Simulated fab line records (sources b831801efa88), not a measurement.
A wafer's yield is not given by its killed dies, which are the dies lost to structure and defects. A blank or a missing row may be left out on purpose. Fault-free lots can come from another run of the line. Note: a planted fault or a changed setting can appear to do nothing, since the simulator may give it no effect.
fab line records	flow sky130
record lots=6	wafers=18	last-day=50
route steps=708 shown SONOS_TUNNEL@158 SONOS_ONO@168 PAD_OPEN@708
lots untouched by any fault: they come from a run of this same line in which no faults occurred
start-h: start of the lot's first displayed wafer, in hours after the record's first day	wait-h: hours since the lot's step before	" identical to the entry in the row above	L1.1+2: several wafers, shown together as one row	- no value present, or no start provided	* or withheld: withheld	< > ~ a bound
route shown NAME@n: names a module that has steps shown in the file, with the first one's number in the route	usual: mean/standard deviation of fault-free wafers	same: alike in all rows	chamber/n: place in a boat	sites: readings site by site	_std_site: standard deviation of those values	_edge_site: outer sites' mean less inner sites'	radius-mm: how far each site lies from the wafer's centre	mask NAME#n: copy n	behind: the tool/chamber that last shaped the wafer	hold: the reason the lot was held/the length of the hold in hours/how it ended	device: whichever transistor did not switch (one of n, p or np)	end of line: at the end of the route, the tests of the same wafers	a step with no rows: only its recipe	killed: dies that structure and defects cost at the first sort, which is not the same as the wafer's yield	map: per-die view of a wafer (x killed, . not killed, _ where there is no die)
set.NAME: setting as actually run; set.NAME@STEP: the setting as run at that earlier step	model.NAME: the simulator's own value behind a step, which no gauge read
a table for each step, a row for each wafer; lots at some steps of the route
## steps
# step SKY_SONOS_TUNNEL_EXPOSE_04
# recipe mask-id=TUNM	na=0.6	source-shape=conventional	sigma-outer=0.6	polarization=unpolarized	target-cd-nm=410	dose-mj=136
# step SKY_SONOS_TUNNEL_PEB_05
# recipe temp-c=withheld	time-s=*	resist=NOVOLAK
# step SKY_SONOS_TUNNEL_DEVELOP_06
# recipe resist=NOVOLAK	developer=TMAH	develop-time-s=60.75	dev-temp-c=23
# step SKY_SONOS_TUNNEL_CD_MEAS_07
# recipe target-cd-nm=410
# usual cd-nm=410.6/2.2
lot.wafer	tool	chamber	start-h	wait-h	cd-nm
L700.3	cd-sem-02	-	267.63	0.1	410.1
L700.4	"	-	"	"	411.2
L700.6	"	-	"	"	411.1
L702.2	cd-sem-01	-	281.09	0.1	408.0
L702.4	"	-	"	"	408.2
L702.5	"	-	"	"	411.1
L703.1	cd-sem-02	-	288.19	0.1	407.7
L703.2	"	-	"	"	409.7
L703.6	"	-	"	"	407.4
L712.2	cd-sem-01	-	359.04	0.1	412.2
L712.3	"	-	"	"	409.9
L712.4	"	-	"	"	412.0
L716.1	cd-sem-02	-	391.29	0.1	408.5
L716.3	"	-	"	"	408.2
L716.4	"	-	"	"	408.7
L721.2	cd-sem-02	-	435.26	0.1	410.0
L721.3	"	-	"	"	413.5
L721.6	"	-	"	"	410.5
# step SKY_SONOS_TUNNEL_OVL_MEAS_08
# usual SONOS_TUNNEL_OVL=0.2/1.3
lot.wafer	tool	chamber	start-h	wait-h	SONOS_TUNNEL_OVL[nm]
L700.3	overlay-01	-	267.72	0.1	0.0
L700.4	"	-	"	"	-0.1
L700.6	"	-	"	"	-1.0
L702.2	overlay-02	-	281.20	0.1	0.1
L702.4	"	-	"	"	-0.9
L702.5	"	-	"	"	-0.3
L703.1	overlay-02	-	288.31	0.1	1.9
L703.2	"	-	"	"	2.5
L703.6	"	-	"	"	0.6
L712.2	overlay-02	-	359.15	0.1	1.3
L712.3	"	-	"	"	2.1
L712.4	"	-	"	"	2.7
L716.1	overlay-02	-	391.41	0.1	-0.5
L716.3	"	-	"	"	0.2
L716.4	"	-	"	"	0.5
L721.2	overlay-01	-	435.36	0.1	0.3
L721.3	"	-	"	"	1.4
L721.6	"	-	"	"	-1.1
# step SKY_SONOS_TUNNEL_IMPLANT_09
# recipe species=B	energy-kev=20	dose-cm2=1e+12	tilt-deg=withheld
# step SKY_SONOS_TUNNEL_WET_ETCH_10
# recipe chemistry=dHF	target-depth-nm=14	target=SiO2	dilution=100:1	temp-c=25	time-s=280
# step SKY_SONOS_TUNNEL_STRIP_11
# recipe chemistry=SPM	time-s=600	temp-c=130
# step SKY_SONOS_TUNNEL_TW_MEAS_12
# usual SONOS_TUNNEL_TW=195.8/1.4
lot.wafer	tool	chamber	start-h	wait-h	SONOS_TUNNEL_TW
L700.3	film-metro-01	-	268.20	0.0	197.1
L700.4	"	-	"	"	197.3
L700.6	"	-	"	"	196.5
L702.2	film-metro-03	-	281.67	0.0	195.8
L702.4	"	-	"	"	194.7
L702.5	"	-	"	"	195.4
L703.1	film-metro-03	-	288.76	0.0	193.7
L703.2	"	-	"	"	195.7
L703.6	"	-	"	"	195.8
L712.2	film-metro-02	-	359.60	0.0	194.6
L712.3	"	-	"	"	194.8
L712.4	"	-	"	"	194.0
L716.1	film-metro-02	-	391.89	0.0	194.3
L716.3	"	-	"	"	194.2
L716.4	"	-	"	"	193.9
L721.2	film-metro-03	-	435.82	0.0	195.7
L721.3	"	-	"	"	194.7
L721.6	"	-	"	"	195.4
# step SKY_SONOS_TUNNEL_CLEAN_13
# recipe chemistry=dHF	time-s=20	dilution=100:1	dry=ipa-marangoni
# step SKY_SONOS_ONO_OXIDATION_00
# recipe temp-c=800	ambient=O2	idle-temp-c=700	ramp-up-c-per-min=10	ramp-down-c-per-min=3	stabilise-s=600	purge-s=300	target-thk-a=26	ox-time-s=1249
# step SKY_SONOS_ONO_THK_MEAS_01
# recipe reads=SiO2_of_SONOS_ONO_OXIDATION_00
# usual SONOS_ONO_OXIDATION_THK=2.61/0.057
lot.wafer	tool	chamber	start-h	wait-h	SONOS_ONO_OXIDATION_THK[nm]
L700.3	film-metro-04	-	270.46	0.0	2.58
L700.4	"	-	"	"	2.55
L700.6	"	-	"	"	2.54
L702.2	film-metro-04	-	284.04	0.0	2.57
L702.4	"	-	"	"	2.53
L702.5	"	-	"	"	2.60
L703.1	film-metro-04	-	291.15	0.0	2.54
L703.2	"	-	"	"	2.50
L703.6	"	-	"	"	2.51
L712.2	film-metro-04	-	361.02	0.0	2.67
L712.3	"	-	"	"	2.67
L712.4	"	-	"	"	2.61
L716.1	film-metro-02	-	393.31	0.0	2.55
L716.3	"	-	"	"	2.55
L716.4	"	-	"	"	2.52
L721.2	film-metro-02	-	437.87	0.0	2.62
L721.3	"	-	"	"	2.61
L721.6	"	-	"	"	2.53
# step SKY_SONOS_ONO_CVD_02
# recipe material=Si3N4	precursor=DCS/NH3	target-thk-nm=10.5	temp-c=770	time-s=180	pressure-mtorr=250
# usual pressure-mtorr=250.1/0.45
# same time-s=180
lot.wafer	tool	chamber	start-h	wait-h	pressure-mtorr	model.Si3N4_of_SONOS_ONO_CVD_02.thk-nm
L700.3	lpcvd-02	0	270.50	0.0	250.7	10.41
L700.4	"	0	"	"	249.8	10.53
L700.6	"	0	"	"	250.1	10.57
L702.2	lpcvd-02	1	284.77	0.7	300.0	11.23
L702.4	"	1	"	"	300.0	11.16
L702.5	"	1	"	"	299.3	11.15
L703.1	lpcvd-02	1	291.21	0.1	301.1	11.12
L703.2	"	1	"	"	300.8	11.07
L703.6	"	1	"	"	300.8	11.1
L712.2	lpcvd-02	1	361.07	0.0	249.6	10.64
L712.3	"	1	"	"	249.4	10.61
L712.4	"	1	"	"	249.7	10.6
L716.1	lpcvd-02	1	393.48	0.2	250.6	10.46
L716.3	"	1	"	"	250.3	10.46
L716.4	"	1	"	"	249.9	10.52
L721.2	lpcvd-02	1	437.92	0.0	250.2	10.49
L721.3	"	1	"	"	250.2	10.67
L721.6	"	1	"	"	249.6	10.53
# step SKY_SONOS_ONO_THK_MEAS_03
# recipe reads=Si3N4_of_SONOS_ONO_CVD_02
# usual SONOS_ONO_CVD_02_THK=10.53/0.1
lot.wafer	tool	chamber	start-h	wait-h	SONOS_ONO_CVD_02_THK[nm]
L700.3	film-metro-02	-	271.57	0.0	10.39
L700.4	"	-	"	"	10.52
L700.6	"	-	"	"	10.62
L702.2	film-metro-04	-	285.83	0.0	11.20
L702.4	"	-	"	"	11.17
L702.5	"	-	"	"	11.16
L703.1	film-metro-01	-	292.26	0.0	11.10
L703.2	"	-	"	"	11.09
L703.6	"	-	"	"	11.16
L712.2	film-metro-04	-	362.13	0.0	10.63
L712.3	"	-	"	"	10.62
L712.4	"	-	"	"	10.62
L716.1	film-metro-02	-	394.53	0.0	10.48
L716.3	"	-	"	"	10.40
L716.4	"	-	"	"	10.50
L721.2	film-metro-01	-	439.50	0.0	10.48
L721.3	"	-	"	"	10.69
L721.6	"	-	"	"	10.51
# step SKY_SONOS_ONO_CVD_04
# recipe material=SiO2	precursor=SiH4/N2O	target-thk-nm=5.7199	temp-c=900	pressure-mtorr=400
# step SKY_PAD_OPEN_PROBE_99
# usual killed_at_M0_to_M3=43/6.6	killed_at_M4_up=3.4/1.8	killed-at-contacts=24/4.9	killed-at-front-end=15/4.1	killed-at-other=0.3/0.55	killed-dies=85/8.8	killed-open=46/6.1	killed-short=39/5.7
# same gross-dies=492	killed-at-back-side=0
lot.wafer	tool	chamber	start-h	wait-h	killed_at_M0_to_M3	killed_at_M4_up	killed-at-contacts	killed-at-front-end	killed-at-other	killed-dies	killed-open	killed-short	model.etest.cap-ono.gate-log10-a-cm2	model.etest.cap-ono.tox-acc-nm	model.etest.sonos-programmed.vt-v	model.etest.sonos-erased.vt-v	model.etest.sonos-baked.vt-v	model.etest.sonos-baked.vt-less-v
L700.3	prober-02	-	1093.81	0.2	39	4	21	19	0	83	41	42	-7.61	12.65	1.572	-2.404	1.021	-0.5509
L700.4	prober-02	-	1093.86	0.2	36	3	32	14	1	86	50	36	-7.717	12.68	1.566	-2.374	1.015	-0.5509
L700.6	prober-02	-	1093.96	0.2	35	4	22	10	0	71	32	39	-7.765	12.8	1.49	-2.381	0.9686	-0.5209
L702.2	prober-02	-	1102.06	0.1	42	5	28	16	0	91	52	39	-8.494	13.3	1.208	-2.095	0.8495	-0.3589
L702.4	prober-02	-	1102.16	0.2	44	1	23	12	0	80	49	31	-8.348	13.16	1.285	-2.183	0.8157	-0.4692
L702.5	prober-02	-	1102.21	0.2	46	3	19	16	1	85	46	39	-8.47	13.29	1.258	-2.117	0.8374	-0.4202
L703.1	prober-01	-	1104.39	0.1	39	1	25	7	0	72	39	33	-8.076	12.98	1.323	-2.261	0.9291	-0.3941
L703.2	prober-01	-	1104.44	0.1	47	5	23	12	0	87	48	39	-7.949	12.88	1.466	-2.311	0.9782	-0.4873
L703.6	prober-01	-	1104.64	0.2	28	3	21	17	0	69	40	29	-7.97	12.89	1.451	-2.324	0.9433	-0.5081
L712.2	prober-02	-	1155.25	0.1	49	3	26	11	0	89	50	39	-8.124	13.07	1.399	-2.232	0.9319	-0.4672
L712.3	prober-02	-	1155.30	0.2	41	3	22	10	0	76	46	30	-8.156	13.1	1.394	-2.183	0.9325	-0.4616
L712.4	prober-02	-	1155.35	0.2	38	1	27	12	0	78	37	41	-8.142	12.99	1.395	-2.27	0.9354	-0.4596
L716.1	prober-02	-	1182.01	0.1	47	5	24	23	0	99	61	37	-7.943	12.86	1.519	-2.316	0.9689	-0.5504
L716.3	prober-02	-	1182.11	0.2	39	2	27	11	0	79	43	35	-7.758	12.75	1.535	-2.346	1.015	-0.5205
L716.4	prober-02	-	1182.16	0.2	50	1	27	14	0	92	50	41	-7.86	12.88	1.483	-2.294	0.9816	-0.5013
L721.2	prober-01	-	1199.71	0.1	37	3	26	24	0	90	47	43	-7.76	12.77	1.54	-2.372	1.062	-0.4783
L721.3	prober-01	-	1199.76	0.2	39	3	28	16	1	87	46	41	-8.027	12.98	1.463	-2.281	0.9421	-0.5208
L721.6	prober-01	-	1199.91	0.2	39	1	32	10	0	82	38	44	-7.959	12.89	1.484	-2.32	0.9657	-0.5183
# killed by level:class
L700.3 CONTACT:geometric-particle:open=8 VIA1:geometric-particle:open=7 POLY_GATE:geometric-particle:open=6 VIA2:geometric-particle:open=6 CONTACT:geometric-particle:short=5 METAL1:geometric-particle:short=5 VIA1:geometric-particle:short=5 VIA3:geometric-particle:open=5
L700.4 CONTACT:geometric-particle:open=17 VIA1:geometric-particle:open=7 VIA3:geometric-particle:open=7 CONTACT:geometric-particle:short=6 VIA1:geometric-particle:short=5 POLY_GATE:geometric-particle:open=4 LOCAL_INTERCONNECT:geometric-particle:short=4 METAL1:geometric-particle:short=4
L700.6 CONTACT:geometric-particle:open=8 METAL1:geometric-particle:short=7 VIA1:geometric-particle:open=7 CONTACT:geometric-particle:short=6 VIA2:geometric-particle:short=6 METAL2:geometric-particle:short=4 POLY_GATE:geometric-particle:open=3 LI_CONTACT:geometric-particle:open=3
L702.2 VIA1:geometric-particle:open=12 LI_CONTACT:geometric-particle:open=9 CONTACT:geometric-particle:open=8 VIA1:geometric-particle:short=6 CONTACT:geometric-particle:short=6 VIA2:geometric-particle:open=6 FIELD_ISO:geometric-particle:short=5 POLY_GATE:geometric-particle:open=4
L702.4 LI_CONTACT:geometric-particle:open=10 CONTACT:geometric-particle:open=8 VIA1:geometric-particle:open=8 VIA2:geometric-particle:open=7 METAL1:geometric-particle:short=5 METAL2:geometric-particle:short=5 VIA1:geometric-particle:short=5 FIELD_ISO:geometric-particle:open=3
L702.5 VIA2:geometric-particle:open=12 VIA1:geometric-particle:open=10 METAL2:geometric-particle:short=7 CONTACT:geometric-particle:open=6 POLY_GATE:geometric-particle:open=4 VIA2:geometric-particle:short=4 LI_CONTACT:geometric-particle:open=4 LOCAL_INTERCONNECT:geometric-particle:short=4
L703.1 CONTACT:geometric-particle:open=13 VIA1:geometric-particle:open=12 METAL1:geometric-particle:short=11 METAL2:geometric-particle:short=6 CONTACT:geometric-particle:short=5 LI_CONTACT:geometric-particle:short=4 VIA1:geometric-particle:short=3 LI_CONTACT:geometric-particle:open=3
L703.2 VIA1:geometric-particle:open=11 CONTACT:geometric-particle:open=11 VIA2:geometric-particle:open=8 VIA3:geometric-particle:short=7 METAL2:geometric-particle:short=7 VIA1:geometric-particle:short=6 LI_CONTACT:geometric-particle:open=6 POLY_GATE:geometric-particle:short=5
L703.6 CONTACT:geometric-particle:open=8 LI_CONTACT:geometric-particle:open=7 VIA3:geometric-particle:open=5 FIELD_ISO:geometric-particle:open=4 FIELD_ISO:geometric-particle:short=4 POLY_GATE:geometric-particle:short=4 METAL1:geometric-particle:short=4 VIA2:geometric-particle:open=4
L712.2 VIA1:geometric-particle:open=16 CONTACT:geometric-particle:open=8 LI_CONTACT:geometric-particle:open=7 METAL2:geometric-particle:short=7 CONTACT:geometric-particle:short=6 VIA1:geometric-particle:short=5 VIA2:geometric-particle:open=5 VIA3:geometric-particle:open=4
L712.3 CONTACT:geometric-particle:open=13 VIA1:geometric-particle:open=8 VIA3:geometric-particle:open=7 METAL1:geometric-particle:short=6 VIA2:geometric-particle:open=5 VIA1:geometric-particle:short=5 METAL2:geometric-particle:short=4 CONTACT:geometric-particle:short=4
L712.4 LI_CONTACT:geometric-particle:open=7 FIELD_ISO:geometric-particle:short=6 CONTACT:geometric-particle:open=6 VIA1:geometric-particle:open=6 METAL2:geometric-particle:short=6 LOCAL_INTERCONNECT:geometric-particle:short=5 VIA2:geometric-particle:open=5 LI_CONTACT:geometric-particle:short=4
L716.1 CONTACT:geometric-particle:open=11 VIA3:geometric-particle:open=9 VIA2:geometric-particle:open=8 POLY_GATE:geometric-particle:open=6 LI_CONTACT:geometric-particle:open=6 METAL1:geometric-particle:short=6 VIA1:geometric-particle:open=6 METAL4:geometric-particle:short=5
L716.3 VIA1:geometric-particle:open=15 CONTACT:geometric-particle:open=9 LOCAL_INTERCONNECT:geometric-particle:short=5 METAL2:geometric-particle:short=5 VIA1:geometric-particle:short=4 POLY_GATE:geometric-particle:short=4 LI_CONTACT:geometric-particle:short=4 METAL1:geometric-particle:short=4
L716.4 CONTACT:geometric-particle:open=13 METAL1:geometric-particle:short=8 VIA1:geometric-particle:open=7 VIA2:geometric-particle:short=7 VIA2:geometric-particle:open=6 LOCAL_INTERCONNECT:geometric-particle:short=5 METAL1:geometric-particle:open=5 VIA1:geometric-particle:short=5
L721.2 CONTACT:geometric-particle:open=9 VIA3:geometric-particle:open=7 VIA1:geometric-particle:open=7 FIELD_ISO:geometric-particle:short=6 POLY_GATE:geometric-particle:short=6 VIA2:geometric-particle:open=6 FIELD_ISO:geometric-particle:open=5 POLY_GATE:geometric-particle:open=5
L721.3 VIA2:geometric-particle:open=12 LI_CONTACT:geometric-particle:open=10 VIA1:geometric-particle:open=7 FIELD_ISO:geometric-particle:short=6 LOCAL_INTERCONNECT:geometric-particle:short=6 METAL1:geometric-particle:short=5 CONTACT:geometric-particle:open=5 VIA1:geometric-particle:short=5
L721.6 CONTACT:geometric-particle:open=8 VIA1:geometric-particle:open=7 LI_CONTACT:geometric-particle:short=6 LOCAL_INTERCONNECT:geometric-particle:short=6 CONTACT:geometric-particle:short=6 METAL1:geometric-particle:short=6 LI_CONTACT:geometric-particle:open=5 METAL2:geometric-particle:short=5
## key
first-sign step=SKY_SONOS_ONO_CVD_02	reading=pressure-mtorr	direction=up	sigmas=99+	usual=250.1	struck=300.3
effect step=SKY_SONOS_ONO_THK_MEAS_03	reading=SONOS_ONO_CVD_02_THK	direction=up	sigmas=6.1	usual=10.53	struck=11.15
model-effect step=SKY_SONOS_ONO_CVD_02	value=Si3N4_of_SONOS_ONO_CVD_02.thk-nm	without=10.55	struck=11.14
model-effect step=SKY_PAD_OPEN_PROBE_99	value=etest.cap-ono.gate-log10-a-cm2	without=-7.828	struck=-8.218
met-at SKY_SONOS_ONO_CVD_02
struck-wafers L702.2,L702.4,L702.5,L703.1,L703.2,L703.6
tester-left-out L702,L703
onset-between 270.50 284.77
fault kind=process-parameter-drift	tool=lpcvd-02	chamber=-	onset-h=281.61	steps=SKY_SONOS_ONO_CVD_02	channel=pressure-mtorr	offset=50	shape=step	end-h=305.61	acts-in=these-recipes-only	stated=250
# tester-left-out: of these lots the tester's yield and bins aren't shown, on N5 and GAA mostly nor the transistor test; their killed dies are dies lost to structure and defects alone, not to doping, threshold or leakage, so they don't give the yield
